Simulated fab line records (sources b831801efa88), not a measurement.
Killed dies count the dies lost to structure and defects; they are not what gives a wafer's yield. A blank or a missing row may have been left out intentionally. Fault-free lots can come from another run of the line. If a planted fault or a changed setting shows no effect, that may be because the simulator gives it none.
A lot that was struck, set against a sound lot / flow sky130 / 44 out of 708 route steps
Sound: the wafers L536.2, L536.4, L536.6. Struck: wafer L549.5 (L549.1, L549.3, from the same lot, were not struck and are left out); the cause is given at the end.
For every step that has rows: the tool of each side, followed by ch and its chambers, followed by its first start. Under that, the readings that differ: sound wafers / struck wafers / difference of the means / sigmas: that difference in standard deviations of wafers without a fault.
alike: same words and numbers on both sides, and readings whose means sit less than 2 such deviations apart. not compared: any withheld reading, any reading some wafer has no value for, any bound like >300 that may hide the same value, and any number with overlapping values for which the record gives no deviation.
The two part at a step that has a row with sigmas, a row that says differs or no value, or rows on one side only. Non-overlapping numbers with no deviation appear without sigmas and do not part them. A reading missing from all wafers of one side parts the sides only when that side holds two or more wafers.

first, 2 steps without rows for these wafers: SKY_VIA2_CLEAN_18 (cleans in IPA, time 180 s); SKY_VIA2_CLEAN_19 (cleans in O3/DIW).
SKY_VIA2_SPUTTER_20: material TiN, target thk 20 nm, time 80 s.
  struck on pvd-sputter-01, day 41 07:37; sound on pvd-sputter-01, day 37 07:28
  alike: throttle-valve-pct
then, 1 step without rows for these wafers: SKY_VIA2_CVD_21 (deposits W, target thk 420 nm, time 126.4 s).
SKY_VIA2_RS_MEAS_22: uses a four-point probe to measure.
  struck on film-metro-02, day 41 07:49; sound on film-metro-01, day 37 07:41
  alike: VIA2_W_RS
SKY_VIA2_THK_MEAS_23: measures by xrf.
  struck on film-metro-02, day 41 07:56; sound on film-metro-01, day 37 07:47
reading=VIA2_W_THK (nm); sound=406 424 423; struck=399; difference=-19; sigmas=-2
then, 1 step without rows for these wafers: SKY_VIA2_CMP_24 (polishes, stops on SiO2, t overpolish 20 s, target thk 0 nm).
SKY_METAL3_SPUTTER_00: material Ti, target thk 15 nm, time 10 s.
  struck on pvd-sputter-03, day 41 08:17; sound on pvd-sputter-04, day 37 08:08
reading=throttle-valve-pct (%); sound=30.2 29.5 30.0; struck=32.4; difference=+2.5; sigmas=+2
SKY_METAL3_SPUTTER_01: material TiN, target thk 20 nm, time 16.7 s.
  struck on pvd-sputter-03, day 41 08:19; sound on pvd-sputter-04, day 37 08:10
reading=throttle-valve-pct (%); sound=30.4 29.2 30.3; struck=32.3; difference=+2.3; sigmas=+2
then, 1 step without rows for these wafers: SKY_METAL3_SPUTTER_02 (material AlCu, target thk 735 nm, time 39.1 s).
SKY_METAL3_SPUTTER_03: material Ti, target thk 5 nm, time 3.3 s.
  struck on pvd-sputter-03, day 41 08:23; sound on pvd-sputter-04, day 37 08:14
reading=throttle-valve-pct (%); sound=30.2 29.5 30.3; struck=32.2; difference=+2.2; sigmas=+2
then, 1 step without rows for these wafers: SKY_METAL3_SPUTTER_04 (material TiN, target thk 70 nm, time 58.3 s).
SKY_CAPM_CVD_00: deposits SiO2, target thk 15.5 nm.
  sound on pecvd-02 ch 0,1,2, day 37 08:17; struck on pecvd-02 ch 0, day 41 08:27
reading=model.SiO2_of_CAPM_CVD_00.thk-nm (nm); sound=15.34 15.68 15.72; struck=12.54; difference=-3.04; sigmas=
  alike: heater-power-w
SKY_CAPM_THK_MEAS_01:
  struck on film-metro-04, day 41 08:28; sound on film-metro-03, day 37 08:20
reading=CAPM_CVD_00_THK (nm); sound=15.32 15.64 15.79; struck=12.57; difference=-3.01; sigmas=-14
then, 1 step without rows for these wafers: SKY_CAPM_SPUTTER_02 (material TiN, target thk 200 nm, time 166.7 s).
SKY_CAPM_RS_MEAS_03: uses a four-point probe to measure.
  struck on film-metro-03, day 41 08:38; sound on film-metro-04, day 37 08:31
  alike: CAPM_TIN_RS
SKY_CAPM_THK_MEAS_04: measures by xrf.
  struck on film-metro-03, day 41 08:46; sound on film-metro-04, day 37 08:37
  alike: CAPM_TIN_THK
then, 7 steps without rows for these wafers: SKY_CAPM_DEHYDRATE_05 (time 60 s); SKY_CAPM_HMDS_06 (prime time 60 s); SKY_CAPM_COAT_07 (resist thk 1140 nm); SKY_CAPM_SOFTBAKE_08 (time 60 s); SKY_CAPM_EXPOSE_09 (exposes mask CAPM, target cd 1000 nm); SKY_CAPM_PEB_10; SKY_CAPM_DEVELOP_11 (develop time 60 s).
SKY_CAPM_OVL_MEAS_12:
  struck on overlay-02, day 42 08:13; sound on overlay-02, day 38 09:10
  alike: CAPM_OVL
then, 13 steps without rows for these wafers: SKY_CAPM_METAL_ETCH_13 (etches TiN in Cl2/BCl3, stops on SiO2, target depth 220 nm, time 62.9 s); SKY_CAPM_STRIP_14 (strips in O2/N2); SKY_CAPM_STRIP_15 (strips in post etch residue remover, time 1200 s); SKY_CAPM_CLEAN_16 (cleans in IPA, time 180 s); SKY_CAPM_CLEAN_17 (cleans in O3/DIW); SKY_METAL3_DEHYDRATE_05 (time 60 s); SKY_METAL3_HMDS_06 (prime time 60 s); SKY_METAL3_COAT_07 (resist thk 60 nm); SKY_METAL3_COAT_08 (resist thk 1140 nm); SKY_METAL3_SOFTBAKE_09 (time 90 s); SKY_METAL3_EXPOSE_10 (exposes mask MM3, target cd 300 nm); SKY_METAL3_PEB_11; SKY_METAL3_DEVELOP_12 (develop time 60 s).
SKY_METAL3_CD_MEAS_13: the cd target is 300 nm.
  struck on cd-sem-01, day 43 07:31; sound on cd-sem-01, day 39 11:22
  alike: cd-nm
SKY_METAL3_OVL_MEAS_14:
  struck on overlay-02, day 43 07:38; sound on overlay-01, day 39 11:29
  alike: METAL3_OVL
then, 1 step without rows for these wafers: SKY_METAL3_DESCUM_15 (chemistry O2, time 8 s).
SKY_METAL3_ETCH_16: etches BARC in N2/H2, stops on SiO2, time 88.2 s, target depth 60 nm.
  sound on rie-metal-03 ch 1, day 39 11:32; struck on rie-metal-03 ch 1, day 43 07:43
  alike: drypump-motor-current-A, oes-product-au, throttle-valve-pct
  not compared: rf-hours-counter-h
SKY_METAL3_ETCH_17: etches SiO2 in C4F8/O2/Ar, stops on TiN, time 3.9 s, target depth 15 nm.
  sound on rie-diel-04 ch 0,1,3, day 39 11:38; struck on rie-diel-03 ch 2, day 43 07:49
reading=oes-product-au (a.u.); sound=0.746 0.756 0.745; struck=0.689; difference=-0.060; sigmas=-8
reading=model.etch.depth-nm (nm); sound=15.34 15.68 15.72; struck=12.54; difference=-3.04; sigmas=
  not compared: rf-hours-counter-h
-- the record jumps here: 6 days lie between the struck wafers' starts before and after (it left off in module METAL3 and takes up again in module PAD_OPEN, whose first step shown is number 708 of the route) --
SKY_PAD_OPEN_PROBE_99:
  struck on prober-01, day 49 18:53; sound on prober-01, day 46 17:29
reading=model.etest.cap-mim.bv-v (V); sound=14.08 14.02 14.37; struck=11.54; difference=-2.62; sigmas=
reading=model.etest.cap-mim.leak-log10-a-cm2; sound=-9.043 -9.105 -9.187; struck=-8.073; difference=+1.039; sigmas=
reading=model.etest.cap-mim.c-ff-um2; sound=2.39 2.32 2.307; struck=2.894; difference=+0.555; sigmas=
  alike: defect-limited-yield, killed_at_M0_to_M3, killed_at_M4_up, killed-at-contacts, killed-at-front-end, killed-at-other, killed-dies, killed-open, killed-short, sort_bin_3_pad_short, sort_bin_5_function, sort_bin_6_memory, sort-n-pass, sort-yield-pct
  not compared: model.etest.tester.sort_bin_8_pct, model.etest.tester.sort_bin_4_pct

## WHERE THEY PART
First at SKY_VIA2_THK_MEAS_23; last, within this record, at SKY_METAL3_ETCH_17. Later steps at which nothing parts them and some readings are alike: SKY_PAD_OPEN_PROBE_99.

WHY: what had been put in by the simulator
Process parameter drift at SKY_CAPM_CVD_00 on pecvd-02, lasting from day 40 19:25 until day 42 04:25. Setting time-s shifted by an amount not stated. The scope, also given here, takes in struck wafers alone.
